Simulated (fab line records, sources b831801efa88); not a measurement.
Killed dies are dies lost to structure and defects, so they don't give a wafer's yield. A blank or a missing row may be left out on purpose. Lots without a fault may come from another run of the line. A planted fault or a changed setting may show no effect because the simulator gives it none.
A struck lot beside a sound one | flow gf180mcu | 27 steps out of a route of 602
Sound: wafers L773.1, L773.5, L773.6. Struck: wafers L766.1, L766.2, L766.6. The cause comes at the end.
At each step with rows: each side's tool, then ch and its chambers, then its first start. Under that, the readings that differ: sound wafers | struck wafers | difference of the means | sigmas: that difference in standard deviations of wafers without a fault.
alike: readings whose means differ by less than 2 such deviations, and words and numbers that are the same on both sides. not compared: withheld readings, readings that some wafer has no value for, bounds like >300 that may hide the same value, and numbers for which the record gives no deviation and whose values overlap.
The two part at a step that has a row with sigmas, a row that says differs or no value, or rows on one side only. Numbers that don't overlap but have no deviation are shown without sigmas and don't part them. A reading that every wafer of one side lacks parts them only if that side has two wafers or more.

GF_NWELL_STRIP_10: strips in O2/N2.
  sound on plasma_asher-02 ch 0,1, day 6 18:34; struck on plasma_asher-03 ch 0,1, day 5 17:16
  reading            | sound       | struck      | difference | sigmas
  heater_power_w (W) | 333 302 339 | 250 259 253 | -71        | -2
  alike: chamber_pressure_mTorr, drypump_motor_current_A, oes_product_au, strip_time_to_endpoint_s
  not compared: rf_hours_counter_h
GF_NWELL_TW_MEAS_11:
  sound on film_metro-02, day 6 18:46; struck on film_metro-02, day 5 17:22
  alike: NWELL_TW
then, 7 steps without rows for these wafers: GF_LVPWELL_DEHYDRATE_00 (time 60 s); GF_LVPWELL_HMDS_01 (prime time 60 s); GF_LVPWELL_COAT_02 (resist thk 3000 nm); GF_LVPWELL_SOFTBAKE_03; GF_LVPWELL_EXPOSE_04 (exposes mask LVPWELL, target cd 600 nm); GF_LVPWELL_PEB_05; GF_LVPWELL_DEVELOP_06 (develop time 60 s).
GF_LVPWELL_OVL_MEAS_07:
  sound on overlay-02, day 7 09:23; struck on overlay-02, day 6 08:17
  alike: LVPWELL_OVL
then, 2 steps without rows for these wafers: GF_LVPWELL_IMPLANT_08; GF_LVPWELL_IMPLANT_09.
GF_LVPWELL_STRIP_10: strips in O2/N2.
  sound on plasma_asher-01 ch 0,1, day 7 09:44; struck on plasma_asher-02 ch 0,1, day 6 08:38
  no value came back on the struck wafers for any of 5 readings (chamber_pressure_mTorr (mTorr), drypump_motor_current_A (A) and others); on the sound wafers chamber_pressure_mTorr (mTorr) reads 1502.3 1500.3 1499.1
  reading                                   | sound | struck         | difference | sigmas
  model.coat_of_LVPWELL_COAT_02.thk_nm (nm) | 0 0 0 | 2998 2999 2993 | +2997      |
  not compared: rf_hours_counter_h
GF_LVPWELL_TW_MEAS_11:
  sound on film_metro-04, day 7 09:50; struck on film_metro-03, day 6 08:44
  alike: LVPWELL_TW
then, 7 steps without rows for these wafers: GF_MVSD_DEHYDRATE_00 (time 60 s); GF_MVSD_HMDS_01 (prime time 60 s); GF_MVSD_COAT_02 (resist thk 3000 nm); GF_MVSD_SOFTBAKE_03; GF_MVSD_EXPOSE_04 (exposes mask MVSD, target cd 1000 nm); GF_MVSD_PEB_05; GF_MVSD_DEVELOP_06 (develop time 60 s).
GF_MVSD_OVL_MEAS_07:
  sound on overlay-01, day 8 01:29; struck on overlay-01, day 6 23:57
  alike: MVSD_OVL
then, 2 steps without rows for these wafers: GF_MVSD_IMPLANT_08; GF_MVSD_IMPLANT_09.
GF_MVSD_STRIP_10: strips in O2/N2.
  sound on plasma_asher-04 ch 0,1, day 8 01:50; struck on plasma_asher-01 ch 0,1, day 7 00:17
  reading                      | sound             | struck            | difference | sigmas
  oes_product_au (a.u.)        | 0.728 0.718 0.718 | 0.741 0.747 0.735 | +0.020     | +4
  strip_time_to_endpoint_s (s) | 37.00 36.98 36.97 | 81.24 81.37 81.24 | +44.30     | +99 or more
  alike: chamber_pressure_mTorr, drypump_motor_current_A, heater_power_w
  not compared: rf_hours_counter_h
GF_MVSD_TW_MEAS_11:
  sound on film_metro-02, day 8 01:56; struck on film_metro-03, day 7 00:23
  reading | sound          | struck   | difference | sigmas
  MVSD_TW | 1558 1575 1563 | 30 30 30 | -1535      | -96
then, 1 step without rows for these wafers: GF_MVPSD_DEHYDRATE_00 (time 60 s).

WHERE THEY PART
First at GF_NWELL_STRIP_10; last, within this record, at GF_MVSD_TW_MEAS_11.

WHY: what the simulator had put in
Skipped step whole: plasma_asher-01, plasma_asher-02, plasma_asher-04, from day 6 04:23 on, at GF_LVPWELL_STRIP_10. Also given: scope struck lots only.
